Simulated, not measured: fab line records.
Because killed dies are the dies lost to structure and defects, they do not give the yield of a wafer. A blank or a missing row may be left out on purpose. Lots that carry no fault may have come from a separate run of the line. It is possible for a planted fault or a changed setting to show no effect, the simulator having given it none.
Matching of chambers -- flow sky130 -- 4 sister chambers for SKY_VIA3_CMP_24 on cmp-02
The step polishes, stops on SiO2, t overpolish 20 s, target thk 0 nm. 15 wafers are shown with their chamber, then 7 later ones without.

## EACH WAFER AND ITS CHAMBER
wafer,chamber,motor_current_A (A),time_to_endpoint_s (s),overpolish_run_s (s)
L316.4,1,12.4,94,20.003
L316.5,1,12.9,93,20.004
L316.6,0,11.0,100,19.994
L318.3,1,12.4,94,20.001
L318.5,2,10.6,94,20.000
L318.6,3,9.5,102,19.996
L319.1,3,9.6,92,20.011
L319.2,1,13.0,93,20.000
L319.5,3,9.4,96,20.009
L322.2,3,9.6,94,20.001
L322.3,0,10.7,96,20.006
L322.6,2,11.2,91,20.014
L321.1,2,11.0,92,19.998
L321.5,2,10.5,93,19.976
L321.6,1,13.2,95,19.997

SIGNATURES (means of the wafers above)
reading,chamber 0,chamber 1,chamber 2,chamber 3,scatter within a chamber
motor_current_A,10.850,12.780,10.825,9.525,0.29
time_to_endpoint_s,98.00,93.80,92.50,96.00,2.55
overpolish_run_s,20.00000,20.00100,19.99700,20.00425,0.00948
Rule: a wafer lies at a distance from a chamber equal to the root of the sum of squares, over the readings, of (its reading less the chamber's mean, divided by the reading's scatter). If the next closest chamber is less than 2 further off than the closest, the wafer can't be placed; otherwise it belongs to the closest. The scatter: the root of (the sum of the squares of (reading less its chamber's mean) over the shown wafers, divided by (wafers less chambers)).

## WAFERS WITH NO CHAMBER GIVEN
wafer,motor_current_A (A),time_to_endpoint_s (s),overpolish_run_s (s)
L330.1,12.7,92,19.999
L330.2,10.7,94,19.988
L330.5,10.7,92,19.989
L331.3,10.9,98,19.985
L331.6,12.7,93,19.979
L332.4,9.3,95,20.004
L332.5,12.8,95,19.990

## THE CHAMBER EACH PASSED THROUGH
wafer,from the rows above,in truth
L330.1,1,1
L330.2,can't be placed: 2 or 0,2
L330.5,can't be placed: 2 or 0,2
L331.3,can't be placed: 0 or 2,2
L331.6,1,1
L332.4,3,3
L332.5,1,1
Correct placement for 4 of the 7. Can't be placed from these rows: 3 (the true chamber is among the candidates in 3). Placed wrongly: 0.
